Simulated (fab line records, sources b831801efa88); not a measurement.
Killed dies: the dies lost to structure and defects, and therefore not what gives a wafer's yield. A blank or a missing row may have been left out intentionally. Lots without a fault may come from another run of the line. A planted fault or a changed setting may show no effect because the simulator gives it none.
Which of the tools did it?    flow gf180mcu    Sampling: 11 lots, 33 wafers, 7 of 602 route steps

WHAT THE GAUGES SHOWED, per wafer
GF_POLY_GATE_THK_MEAS_17. Usual: POLY_GATE_OXIDATION_THK gives 4.00 nm (standard deviation 0.09).
lot   measured      on             POLY_GATE_OXIDATION_THK (nm)  flag
L133  day 9 05:51   film metro-01  3.98 4.11 4.08                
L134  day 9 15:16   film metro-02  4.04 4.12 4.14                
L135  day 10 01:02  film metro-02  3.95 3.95 3.92                
L138  day 10 21:20  film metro-01  3.82 3.72 3.75                
L139  day 11 04:49  film metro-02  3.92 3.93 3.94                
L145  day 13 01:02  film metro-03  3.95 3.95 3.92                
L148  day 14 03:55  film metro-03  3.92 4.06 4.04                
L149  day 14 09:26  film metro-02  4.01 4.04 4.00                
L153  day 15 08:28  film metro-03  3.99 4.03 3.94                
L152  day 15 09:43  film metro-01  4.09 4.06 4.13                
L154  day 15 14:13  film metro-03  3.89 3.88 3.87                

GF_NSD_TW_MEAS_12. Usual: NSD_TW gives 4250 (standard deviation 40).
lot   measured      on             NSD_TW          flag
L133  day 13 07:57  film metro-02  4285 4315 4310  
L134  day 13 17:19  film metro-02  4291 4265 4284  
L135  day 14 08:52  film metro-04  4210 4225 4241  
L138  day 15 09:31  film metro-02  4272 4253 4285  
L139  day 15 13:45  film metro-02  4223 4220 4231  
L145  day 17 18:09  film metro-02  4231 4228 4232  
L148  day 19 00:26  film metro-04  4391 4368 4375  OFF
L149  day 19 07:21  film metro-04  4408 4384 4399  OFF
L153  day 20 07:58  film metro-02  4252 4258 4255  
L152  day 20 11:21  film metro-02  4289 4275 4277  
L154  day 20 14:34  film metro-02  4264 4286 4258  

GF_PSD_OVL_MEAS_08. Usual: PSD_OVL gives 0.0 nm (standard deviation 1.4).
lot   measured      on          PSD_OVL (nm)    flag
L133  day 14 04:17  overlay-01  1.9 0.3 0.7     
L134  day 14 13:59  overlay-01  -0.2 0.3 0.9    
L135  day 15 05:52  overlay-02  1.3 2.3 2.2     
L138  day 16 07:07  overlay-02  0.3 -3.7 -2.1   
L139  day 16 11:53  overlay-02  0.7 0.0 0.5     
L145  day 18 17:10  overlay-01  1.1 2.2 0.2     
L148  day 19 23:28  overlay-02  -0.3 -0.5 -1.0  
L149  day 20 06:38  overlay-02  -0.6 1.5 0.8    
L153  day 21 08:31  overlay-02  0.0 0.6 1.2     
L152  day 21 11:29  overlay-01  -2.0 -0.2 -1.8  
L154  day 21 14:38  overlay-02  -0.5 -0.2 -1.6  

GF_PSD_RS_MEAS_14: a four-point-probe measurement. Usual: NSD_RS gives 46.10 ohm/sq (standard deviation 0.074).
lot   measured      on             NSD_RS (ohm/sq)                      flag
L133  day 14 04:46  film metro-03  46.09 46.06 46.23                    
L134  day 14 14:29  film metro-02  46.13 46.06 46.10                    
L135  day 15 06:22  film metro-02  45.95 46.03 45.94                    
L138  day 16 07:37  film metro-02  45.94 46.13 46.12                    
L139  day 16 12:22  film metro-03  46.13 46.19 46.08                    
L145  day 18 17:39  film metro-04  46.12 46.14 46.07                    
L148  day 20 00:01  film metro-02  42.60 42.68 42.72 42.56 42.59 42.57  OFF
L149  day 20 07:07  film metro-04  42.63 42.61 42.64 42.69 42.56 42.69  OFF
L153  day 21 08:59  film metro-02  46.13 46.03 46.07                    
L152  day 21 11:58  film metro-02  46.07 46.16 46.11                    
L154  day 21 15:08  film metro-02  46.11 46.08 46.12                    

TOOL THAT RAN EACH LOT (tool first, then ch and the chambers of the sampled wafers, then the start)
lot   GF_HV_LDD_STRIP_22                    GF_NSD_IMPLANT_09                GF_NSD_STRIP_11
L133  plasma asher-01 ch 0,1, day 10 18:09  implanter-02 ch 0, day 13 07:33  plasma asher-01 ch 0,1, day 13 07:51
L134  plasma asher-01 ch 0,1, day 11 03:40  implanter-04 ch 0, day 13 16:55  plasma asher-02 ch 0,1, day 13 17:12
L135  plasma asher-03 ch 0,1, day 11 14:52  implanter-02 ch 0, day 14 08:29  plasma asher-01 ch 0,1, day 14 08:45
L138  plasma asher-04 ch 0,1, day 12 12:39  implanter-04 ch 0, day 15 09:07  plasma asher-02 ch 0,1, day 15 09:24
L139  plasma asher-01 ch 0,1, day 12 19:43  implanter-01 ch 0, day 15 13:21  plasma asher-02 ch 0,1, day 15 13:39
L145  plasma asher-01 ch 1, day 14 18:16    implanter-04 ch 0, day 17 17:45  plasma asher-02 ch 0, day 17 18:03
L148  plasma asher-04 ch 0,1, day 15 22:48  implanter-04 ch 0, day 19 00:02  plasma asher-03 ch 0,1, day 19 00:19
L149  plasma asher-01 ch 0,1, day 16 05:07  implanter-04 ch 0, day 19 06:57  plasma asher-03 ch 0,1, day 19 07:15
L153  plasma asher-01 ch 0,1, day 17 05:46  implanter-02 ch 0, day 20 07:34  plasma asher-03 ch 0,1, day 20 07:52
L152  plasma asher-04 ch 0,1, day 17 07:34  implanter-02 ch 0, day 20 10:57  plasma asher-01 ch 0,1, day 20 11:15
L154  plasma asher-03 ch 0,1, day 17 11:28  implanter-01 ch 0, day 20 14:11  plasma asher-03 ch 0,1, day 20 14:27
- GF_HV_LDD_STRIP_22: strips in O2/N2.
- GF_NSD_IMPLANT_09
- GF_NSD_STRIP_11: strips in O2/N2.

WHAT THE TOOLS THEMSELVES READ (means of the sampled wafers that have a number; where no wafer has one, the mark that the record gives instead)
GF_HV_LDD_STRIP_22. Usual: drypump motor current A 5.8 A, standard deviation 0.42; heater power w 326 W, standard deviation 19; oes product au 0.717 a.u., standard deviation 0.0047; strip time to endpoint s 12.63 s, standard deviation 0.032.
lot   tool             drypump motor current A (A)  heater power w (W)  oes product au (a.u.)  strip time to endpoint s (s)  flag
L133  plasma asher-01  6.1                          326                 0.712                  12.60                         
L134  plasma asher-01  6.1                          327                 0.723                  12.65                         
L135  plasma asher-03  5.3                          317                 0.715                  12.68                         
L138  plasma asher-04  5.8                          340                 0.716                  12.63                         
L139  plasma asher-01  6.2                          335                 0.716                  12.63                         
L145  plasma asher-01  6.0                          313                 0.717                  12.63                         
L148  plasma asher-04  5.5                          329                 0.711                  12.59                         
L149  plasma asher-01  6.2                          329                 0.715                  12.59                         
L153  plasma asher-01  6.1                          325                 0.713                  12.63                         
L152  plasma asher-04  5.8                          341                 0.718                  12.57                         
L154  plasma asher-03  5.3                          311                 0.717                  12.63                         

GF_NSD_IMPLANT_09. Usual: beam energy keV 59.997, standard deviation 0.02; dose ions cm2 4e+15, standard deviation 4.3e+12.
lot   tool          beam energy keV  dose ions cm2  flag
L133  implanter-02  59.988           4e+15          
L134  implanter-04  60.002           4e+15          
L135  implanter-02  60.003           4e+15          
L138  implanter-04  59.996           4e+15          
L139  implanter-01  60.002           4e+15          
L145  implanter-04  59.985           4e+15          
L148  implanter-04  73.134           4e+15          OFF
L149  implanter-04  73.132           4e+15          OFF
L153  implanter-02  60.016           4e+15          
L152  implanter-02  59.989           4e+15          
L154  implanter-01  59.986           4e+15          

GF_NSD_STRIP_11. Usual: drypump motor current A 5.4 A, standard deviation 0.45; heater power w 320 W, standard deviation 30; oes product au 0.487 a.u., standard deviation 0.0044; strip time to endpoint s 22.97 s, standard deviation 0.042.
lot   tool             drypump motor current A (A)  heater power w (W)  oes product au (a.u.)  strip time to endpoint s (s)  flag
L133  plasma asher-01  6.2                          335                 0.488                  22.96                         
L134  plasma asher-02  5.2                          342                 0.484                  22.97                         
L135  plasma asher-01  6.1                          329                 0.486                  22.99                         
L138  plasma asher-02  4.9                          315                 0.484                  22.92                         
L139  plasma asher-02  4.9                          316                 0.483                  22.97                         
L145  plasma asher-02  4.7                          291                 0.488                  22.99                         
L148  plasma asher-03  5.4                          318                 0.469                  24.78                         OFF
L149  plasma asher-03  5.5                          303                 0.472                  24.81                         OFF
L153  plasma asher-03  5.3                          316                 0.488                  22.98                         
L152  plasma asher-01  6.2                          338                 0.486                  22.95                         
L154  plasma asher-03  5.5                          304                 0.483                  22.97                         

THE ANSWER, worked out from the rows above alone
Rule: take the mean of a lot's wafers that have a number; if it is more than 3 standard deviations from the usual mean, the lot is off. A lot without any number at a reading at which 4 lots or more have one is off too. Where the step has rows for the other lots, those lots are counted as sound. Order of review: gauges by route order, followed by the tools' own readings, for which a lot's mean as printed above is used. The first step at which some lot is off is used, and at that step the reading that is off furthest; a lot without a number counts as furthest.
Off: L148, L149, seen at GF_NSD_TW_MEAS_12 (NSD_TW).
If a tool, at a process step before that reading, ran all the lots that are off and no sound lot after the first of them, it fits. The gauges at GF_NSD_TW_MEAS_12 aren't tried: what is off there is off at GF_NSD_IMPLANT_09 too, on other tools, and a gauge's error can't cause that. One fits: implanter-04 at GF_NSD_IMPLANT_09. A fault onset in the window from L145 (day 17 17:45, its last sound lot) to L148 (day 19 00:02, its first lot off) fits.
On the lots that are off, the tool's own readings at GF_NSD_IMPLANT_09 differ by more than 5 times the standard deviation of the sound lots' means, which bears it out; beam energy keV reads 73.133 there versus 59.996 on the sound lots.

WHAT THE SIMULATOR PUT IN
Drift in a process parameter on implanter-04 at GF_NSD_IMPLANT_09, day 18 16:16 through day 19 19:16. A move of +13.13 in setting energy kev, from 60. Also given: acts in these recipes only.
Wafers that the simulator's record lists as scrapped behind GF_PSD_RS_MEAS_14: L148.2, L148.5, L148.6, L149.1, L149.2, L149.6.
Struck lots among those shown: L148, L149. The rule above found the same.
